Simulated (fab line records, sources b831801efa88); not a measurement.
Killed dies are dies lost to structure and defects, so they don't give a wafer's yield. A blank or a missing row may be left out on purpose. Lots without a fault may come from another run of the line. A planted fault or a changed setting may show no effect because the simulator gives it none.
fab line records | flow sky130
record lots=5 wafers=12 last_day=49
route steps=708 shown VIA2@527 METAL3@532 CAPM@537 PAD_OPEN@708
lots that met no fault: from a run of the same line without faults
start_h: hours from the record's first day to the start of the lot's first wafer shown | wait_h: hours since the lot's step before | " the same as in the row above | L1.1+2: a row that stands for several wafers | - no value, or no start given | * or withheld: withheld | < > ~ a bound
route shown NAME@n: a module of which the file shows steps, and the number in the route of the first | usual: mean/standard deviation of fault-free wafers | same: alike in all rows | chamber/n: place in a boat | sites: the reading at each site | _std_site: their standard deviation | _edge_site: outer sites' mean less inner sites' | radius_mm: how far each site lies from the wafer's centre | mask NAME#n: copy n | behind: the tool/chamber that last shaped the wafer | hold: why the lot was held/for how many hours/how that ended | device: the transistor (n, p or np) that didn't switch | end of line: the same wafers' tests at the end of the route | a step without rows: its recipe alone | killed: dies lost to structure and defects at the first sort, not the wafer's yield | map: a wafer's dies, x killed, . not, _ none there
set.NAME: the setting as run; set.NAME@STEP: as run at that earlier step | model.NAME: the simulator's own value behind a step, which no gauge read
lots at some steps of the route; a table a step, a row a wafer
services: from which hour (start_h, from the record's first day; less than 0 if before it) a tool's chamber was out of use, for how many hours, and why
## steps
# step SKY_VIA2_SPUTTER_20
# recipe material=TiN target_thk_nm=20 chamber_pressure_pa=5 power_w=4000 time_s=80
# step SKY_VIA2_CVD_21
# recipe material=W target_thk_nm=420 time_s=126.4 temp_c=400 pressure_torr=40
# step SKY_VIA2_CMP_24
# recipe stop_on=SiO2 t_overpolish_s=20 down_force_psi=3.5 platen_rpm=60 target_thk_nm=0 pad_velocity_m_s=0.94248
# step SKY_METAL3_SPUTTER_00
# recipe material=Ti target_thk_nm=15 power_w=3000 time_s=10 chamber_pressure_pa=0.4
# step SKY_METAL3_SPUTTER_01
# recipe material=TiN target_thk_nm=20 power_w=6500 time_s=16.7 chamber_pressure_pa=0.4
# step SKY_METAL3_SPUTTER_02
# recipe material=AlCu target_thk_nm=735 power_w=10600 time_s=39.1 chamber_pressure_pa=0.4
# step SKY_METAL3_SPUTTER_03
# recipe material=Ti target_thk_nm=5 power_w=3000 time_s=3.3 chamber_pressure_pa=0.4
# step SKY_METAL3_SPUTTER_04
# recipe material=TiN target_thk_nm=70 power_w=6500 time_s=58.3 chamber_pressure_pa=0.4
# step SKY_CAPM_CVD_00
# recipe material=SiO2 target_thk_nm=15.5 temp_c=400 time_s=withheld rf_w=450
# step SKY_CAPM_SPUTTER_02
# recipe material=TiN target_thk_nm=200 temp_c=300 power_w=6500 time_s=166.7 chamber_pressure_pa=0.4
# usual throttle_valve_pct=30.0/0.87
# columns lot.wafer tool chamber start_h wait_h throttle_valve_pct model.TiN_of_CAPM_SPUTTER_02.thk_nm
L995.1 pvd_sputter-03 - 895.09 0.1 29.9 196.1
L995.2 " - " " 30.7 199.8
L995.6 " - " " 30.3 198.6
L102.3 pvd_sputter-03 - 920.03 0.0 31.4 199.7
L102.6 " - " " 28.1 172.3
L103.4 pvd_sputter-03 - 932.33 0.0 31.4 201.4
L103.6 " - " " 31.4 173
L104.2 pvd_sputter-03 - 933.49 0.0 30.5 175.6
L104.6 " - " " 28.0 176.2
L111.1 pvd_sputter-01 - 982.06 0.1 30.7 195.4
L111.4 " - " " 29.9 202.4
L111.5 " - " " 30.1 200.7
# step SKY_CAPM_RS_MEAS_03
# recipe thk_meas_gauge=four-point-probe reads=TiN_of_CAPM_SPUTTER_02
# usual CAPM_TIN_RS=6.87/0.1
# columns lot.wafer tool chamber start_h wait_h CAPM_TIN_RS[ohm/sq]
L995.1 film_metro-03 - 895.20 0.1 7.05
L995.2 " - " " 6.93
L995.6 " - " " 6.96
L102.3 film_metro-02 - 920.18 0.1 6.92
L102.6 " - " " 8.05
L103.4 film_metro-02 - 932.50 0.1 6.85
L103.6 " - " " 8.01
L104.2 film_metro-02 - 933.62 0.1 7.88
L104.6 " - " " 7.86
L111.1 film_metro-02 - 982.17 0.1 7.08
L111.4 " - " " 6.82
L111.5 " - " " 6.86
# step SKY_CAPM_THK_MEAS_04
# recipe thk_meas_gauge=xrf reads=TiN_of_CAPM_SPUTTER_02
# usual CAPM_TIN_THK=204.0/3
# columns lot.wafer tool chamber start_h wait_h CAPM_TIN_THK[nm]
L995.1 film_metro-03 - 895.32 0.1 199.4
L995.2 " - " " 202.9
L995.6 " - " " 202.1
L102.3 film_metro-02 - 920.28 0.1 201.1
L102.6 " - " " 175.6
L103.4 film_metro-02 - 932.59 0.1 203.5
L103.6 " - " " 174.8
L104.2 film_metro-02 - 933.73 0.1 177.4
L104.6 " - " " 178.2
L111.1 film_metro-02 - 982.29 0.1 197.8
L111.4 " - " " 205.6
L111.5 " - " " 203.4
# step SKY_CAPM_DEHYDRATE_05
# recipe temp_c=200 time_s=60
# step SKY_CAPM_HMDS_06
# recipe prime_time_s=60 prime_temp_c=120
# step SKY_CAPM_COAT_07
# recipe resist=NOVOLAK spin_rpm=3000 resist_thk_nm=1140
# step SKY_CAPM_SOFTBAKE_08
# recipe temp_c=90 time_s=60 resist=NOVOLAK
# step SKY_CAPM_EXPOSE_09
# recipe mask_id=CAPM na=0.6 source_shape=conventional sigma_outer=0.6 polarization=unpolarized target_cd_nm=1000 dose_mj=159
# step SKY_CAPM_PEB_10
# recipe temp_c=withheld time_s=* resist=NOVOLAK
# step SKY_CAPM_DEVELOP_11
# recipe resist=NOVOLAK developer=TMAH develop_time_s=60 dev_temp_c=23
# step SKY_CAPM_METAL_ETCH_13
# recipe target_depth_nm=220 stop_on=SiO2 chemistry=Cl2/BCl3 target=TiN pressure_mtorr=10 icp_w=900 bias_w=48.5 Cl2_flow_sccm=60 bcl3_flow_sccm=30 time_s=62.9
# usual bcl3_flow_sccm=29.98/0.09 drypump_motor_current_A=6.1/0.37 mfc_cl2_sccm=59.99/0.16 oes_product_au=0.944/0.0096 throttle_valve_pct=21.899/0.011
# same time_s=62.9
# columns lot.wafer tool chamber start_h wait_h bcl3_flow_sccm drypump_motor_current_A mfc_cl2_sccm oes_product_au rf_hours_counter_h throttle_valve_pct
L995.1 rie_metal-01 0 920.09 0.0 29.91 6.0 59.95 0.929 8 21.904
L995.2 " 1 " " 29.96 6.6 59.88 0.931 18 21.903
L995.6 " 1 " " 30.00 6.6 60.20 0.936 - 21.900
L102.3 rie_metal-04 1 943.48 0.0 29.95 6.4 59.82 0.935 - 21.904
L102.6 " 1 " " 29.89 6.3 59.95 0.861 - 21.950
L103.4 rie_metal-01 0 954.71 0.0 29.92 6.0 59.89 0.938 - 21.886
L103.6 " 0 " " 29.79 6.0 60.19 0.868 - 21.936
L104.2 rie_metal-04 1 955.40 0.0 30.00 6.4 60.17 0.874 8 21.936
L104.6 " 0 " " 30.02 6.3 60.13 0.871 - 21.933
L111.1 rie_metal-01 0 1004.50 0.0 29.92 6.0 59.98 0.929 13 21.906
L111.4 " 0 " " 30.10 6.0 59.84 0.948 - 21.902
L111.5 " 1 " " 30.00 6.6 59.97 0.943 - 21.904
# step SKY_CAPM_STRIP_14
# recipe chemistry=O2/N2 power_w=1400 pressure_mtorr=1500 platen_temp_c=withheld o2_flow_sccm=3000 n2_flow_sccm=300 overash_fraction=0.5
# step SKY_CAPM_STRIP_15
# recipe chemistry=post_etch_residue_remover time_s=1200 temp_c=72.5
# step SKY_CAPM_CLEAN_16
# recipe chemistry=IPA time_s=180 temp_c=25
# step SKY_CAPM_CLEAN_17
# recipe chemistry=O3/DIW dry=n2_spin
# step SKY_METAL3_DEHYDRATE_05
# recipe temp_c=200 time_s=60
# step SKY_METAL3_HMDS_06
# recipe prime_time_s=60 prime_temp_c=120
# step SKY_METAL3_COAT_07
# recipe resist=BARC temp_c=withheld time_s=withheld spin_rpm=3000 resist_thk_nm=60
# step SKY_METAL3_COAT_08
# recipe resist=KrF-thick spin_rpm=3000 resist_thk_nm=1140
# step SKY_METAL3_SOFTBAKE_09
# recipe temp_c=100 time_s=90 resist=KrF-thick
# step SKY_METAL3_EXPOSE_10
# recipe mask_id=MM3 na=0.68 source_shape=annular sigma_inner=0.4 sigma_outer=0.8 target_cd_nm=300 dose_mj=28
# step SKY_METAL3_PEB_11
# recipe peb_temp_c=withheld peb_time_s=withheld resist=KrF-thick
# step SKY_METAL3_DEVELOP_12
# recipe develop_time_s=60 resist=KrF-thick dev_temp_c=21
# step SKY_METAL3_DESCUM_15
# recipe chemistry=O2 source_power_w=150 bias_power_w=0 pressure_mtorr=10 temp_c=40 time_s=8
# step SKY_METAL3_ETCH_16
# recipe chemistry=N2/H2 target=BARC ion_energy_ev=200 bias_w=100 pressure_mtorr=30 n2_flow_sccm=100 h2_flow_sccm=200 icp_w=500 stop_on=SiO2 time_s=88.2 target_depth_a=600
# step SKY_METAL3_ETCH_17
# recipe target=SiO2 stop_on=TiN chemistry=C4F8/O2/Ar source_w=1500 bias_w=1200 pressure_mtorr=40 c4f8_flow_sccm=withheld O2_flow_sccm=6 Ar_flow_sccm=300 time_s=3.9 target_depth_a=150
# step SKY_METAL3_METAL_ETCH_18
# recipe target_depth_a=8450 stop_on=SiO2 over_etch_frac=0.3 time_s=183.1 chemistry=Cl2/BCl3 resist_sidewall_deg=88 pressure_mtorr=10 icp_w=900 bias_w=48.5 Cl2_flow_sccm=60 bcl3_flow_sccm=30
# step SKY_METAL3_STRIP_20
# recipe chemistry=post_etch_residue_remover time_s=1200 temp_c=72.5
# same time_s=1200
# columns lot.wafer tool chamber start_h wait_h model.TiN_of_CAPM_SPUTTER_02.thk_nm
L995.1 wet_bench-03 3 944.95 0.1 195.3
L995.2 " 3 " " 199
L995.6 " 3 " " 197.7
L102.3 wet_bench-01 3 968.80 0.0 198.8
L102.6 " 3 " " 171.5
L103.4 wet_bench-03 1 979.75 0.0 200.6
L103.6 " 1 " " 172.2
L104.2 wet_bench-01 1 980.10 0.1 174.8
L104.6 " 1 " " 175.4
L111.1 wet_bench-03 1 1028.36 0.1 194.6
L111.4 " 1 " " 201.6
L111.5 " 1 " " 199.9
# step SKY_PAD_OPEN_PROBE_99
# usual defect_limited_yield=82.2/1.8 killed_at_M0_to_M3=42/6.1 killed_at_M4_up=3.3/1.7 killed_at_contacts=25/5.4 killed_at_front_end=16/4.6 killed_dies=87/8.8 killed_open=47/7.1 killed_short=40/5.8 sort_bin_3_pad_short=0.9/0.45 sort_bin_5_function=10.7/1.4 sort_bin_6_memory=6.2/1.2 sort_n_pass=405/8.8 sort_yield_pct=82.2/1.8
# same gross_dies=492 killed_at_back_side=0 killed_at_other=0 sort_bin_4_leakage[%]=0 sort_bin_8_speed[%]=0
# columns lot.wafer tool chamber start_h wait_h defect_limited_yield[%] killed_at_M0_to_M3 killed_at_M4_up killed_at_contacts killed_at_front_end killed_dies killed_open killed_short sort_bin_3_pad_short[%] sort_bin_5_function[%] sort_bin_6_memory[%] sort_n_pass sort_yield_pct[%] model.etest.cap_mim.plate_ohm_sq model.etest.cap_mim.bv_v model.etest.cap_mim.leak_log10_a_cm2
L995.1 prober-02 - 1112.85 0.1 83.7 38 0 24 18 80 47 31 1.0 9.8 5.5 412 83.7 6.092 13.9 -9.089
L995.2 prober-02 - 1112.90 0.1 78.7 54 3 32 16 105 59 46 1.2 12.2 7.9 387 78.7 5.996 12.91 -8.792
L995.6 prober-02 - 1113.10 0.2 81.9 39 3 28 19 89 51 38 1.2 11.6 5.3 403 81.9 6.058 13.36 -8.857
L102.3 prober-02 - 1131.65 0.2 86.2 32 3 17 16 68 38 30 0.2 9.1 4.5 424 86.2 5.938 14.62 -9.112
L102.6 prober-02 - 1131.80 0.2 82.3 39 8 26 14 87 45 41 1.2 10.4 6.1 405 82.3 6.953 13.43 -8.81
L103.4 prober-02 - 1138.70 0.2 80.7 52 0 34 9 95 55 40 0.8 11.6 6.9 397 80.7 5.975 14.11 -9.449
L103.6 prober-02 - 1138.80 0.2 81.3 50 5 20 17 92 50 42 1.0 10.6 7.1 400 81.3 6.89 13.66 -8.817
L104.2 prober-02 - 1138.90 0.2 81.3 54 2 24 12 92 61 31 0.2 11.6 6.9 400 81.3 6.836 12.87 -8.593
L104.6 prober-02 - 1139.10 0.4 81.9 42 3 31 13 89 40 49 0.8 11.6 5.7 403 81.9 6.795 13.15 -8.777
L111.1 prober-01 - 1176.05 0.1 85.2 33 2 21 17 73 32 41 0.8 10.0 4.1 419 85.2 6.125 14.04 -8.895
L111.4 prober-01 - 1176.20 0.2 82.9 40 6 28 10 84 47 35 0 10.6 6.5 408 82.9 5.941 13.89 -8.994
L111.5 prober-01 - 1176.25 0.2 80.7 45 4 21 25 95 42 53 0.4 11.6 7.3 397 80.7 6.003 13.76 -8.959
# killed by level:class
L995.1 CONTACT:geometric_particle:open=11 VIA1:geometric_particle:open=7 LI_CONTACT:geometric_particle:open=6 VIA3:geometric_particle:open=5 POLY_GATE:geometric_particle:short=5 VIA1:geometric_particle:short=5 POLY_GATE:geometric_particle:open=4 METAL2:geometric_particle:short=4
L995.2 VIA2:geometric_particle:open=14 LI_CONTACT:geometric_particle:open=10 VIA1:geometric_particle:open=10 CONTACT:geometric_particle:open=9 METAL2:geometric_particle:short=8 VIA3:geometric_particle:open=8 CONTACT:geometric_particle:short=7 VIA1:geometric_particle:short=7
L995.6 CONTACT:geometric_particle:open=16 VIA3:geometric_particle:open=7 METAL1:geometric_particle:short=6 VIA1:geometric_particle:open=6 LI_CONTACT:geometric_particle:open=5 VIA1:geometric_particle:short=5 FIELD_ISO:geometric_particle:open=4 FIELD_ISO:geometric_particle:short=4
L102.3 LI_CONTACT:geometric_particle:open=9 VIA1:geometric_particle:open=8 VIA3:geometric_particle:open=7 FIELD_ISO:geometric_particle:short=6 POLY_GATE:geometric_particle:short=5 CONTACT:geometric_particle:open=5 METAL1:geometric_particle:short=4 METAL2:geometric_particle:short=4
L102.6 VIA3:geometric_particle:open=9 LI_CONTACT:geometric_particle:open=7 CONTACT:geometric_particle:open=6 CONTACT:geometric_particle:short=6 METAL1:geometric_particle:short=6 METAL4:geometric_particle:short=5 VIA1:geometric_particle:short=4 VIA1:geometric_particle:open=4
L103.4 CONTACT:geometric_particle:open=15 VIA1:geometric_particle:short=9 VIA2:geometric_particle:open=8 LI_CONTACT:geometric_particle:open=7 VIA1:geometric_particle:open=7 METAL1:geometric_particle:short=6 VIA3:geometric_particle:open=6 LOCAL_INTERCONNECT:geometric_particle:short=5
L103.6 VIA1:geometric_particle:open=10 CONTACT:geometric_particle:open=9 METAL1:geometric_particle:short=8 METAL2:geometric_particle:short=8 VIA2:geometric_particle:open=7 FIELD_ISO:geometric_particle:open=6 LI_CONTACT:geometric_particle:open=5 METAL4:geometric_particle:short=5
L104.2 VIA1:geometric_particle:open=13 VIA2:geometric_particle:open=10 VIA3:geometric_particle:open=9 LI_CONTACT:geometric_particle:open=8 CONTACT:geometric_particle:open=8 METAL1:geometric_particle:short=6 VIA1:geometric_particle:short=6 FIELD_ISO:geometric_particle:open=5
L104.6 VIA1:geometric_particle:open=13 CONTACT:geometric_particle:open=9 METAL2:geometric_particle:short=9 VIA1:geometric_particle:short=9 LI_CONTACT:geometric_particle:short=7 LI_CONTACT:geometric_particle:open=5 CONTACT:geometric_particle:short=5 POLY_GATE:geometric_particle:open=4
L111.1 VIA1:geometric_particle:open=9 FIELD_ISO:geometric_particle:open=6 CONTACT:geometric_particle:short=6 LI_CONTACT:geometric_particle:open=6 VIA1:geometric_particle:short=6 METAL2:geometric_particle:short=5 FIELD_ISO:geometric_particle:short=4 LI_CONTACT:geometric_particle:short=4
L111.4 CONTACT:geometric_particle:open=9 VIA1:geometric_particle:open=8 VIA2:geometric_particle:open=7 VIA3:geometric_particle:open=7 LI_CONTACT:geometric_particle:short=6 CONTACT:geometric_particle:short=6 VIA2:geometric_particle:short=6 LI_CONTACT:geometric_particle:open=5
L111.5 VIA1:geometric_particle:open=10 POLY_GATE:geometric_particle:short=8 LI_CONTACT:geometric_particle:open=7 METAL1:geometric_particle:short=7 FIELD_ISO:geometric_particle:open=6 METAL2:geometric_particle:short=6 FIELD_ISO:geometric_particle:short=5 VIA1:geometric_particle:short=5
## services
# columns tool chamber start_h hours kind
wet_bench-01 - 897.77 1.8 repair
rie_metal-01 - 910.99 1.4 pm
rie_metal-04 - 933.27 1.9 repair
rie_metal-04 0 946.58 3.6 repair
wet_bench-03 - 1006.93 1.9 pm
rie_metal-04 1 1023.15 48.3 repair
## key
first_sign step=SKY_CAPM_RS_MEAS_03 reading=CAPM_TIN_RS direction=up sigmas=11 usual=6.87 struck=7.95
effect step=SKY_CAPM_THK_MEAS_04 reading=CAPM_TIN_THK direction=down sigmas=9.2 usual=204.0 struck=176.5
effect step=SKY_CAPM_METAL_ETCH_13 reading=oes_product_au direction=down sigmas=8 usual=0.944 struck=0.868
model_effect step=SKY_CAPM_SPUTTER_02 value=TiN_of_CAPM_SPUTTER_02.thk_nm without=200.6 struck=174.3
model_effect step=SKY_METAL3_STRIP_20 value=TiN_of_CAPM_SPUTTER_02.thk_nm without=199.8 struck=173.5
model_effect step=SKY_PAD_OPEN_PROBE_99 value=etest.cap_mim.plate_ohm_sq without=5.968 struck=6.868
met_at SKY_CAPM_SPUTTER_02
struck_wafers L102.6,L103.6,L104.2,L104.6
onset_between 895.09 920.03
fault kind=process_parameter_drift tool=pvd_sputter-03 chamber=- onset_h=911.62 steps=SKY_CAPM_SPUTTER_02 channel=time_s offset=* shape=step end_h=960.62 scope=struck_wafers_only acts_in=* stated=*
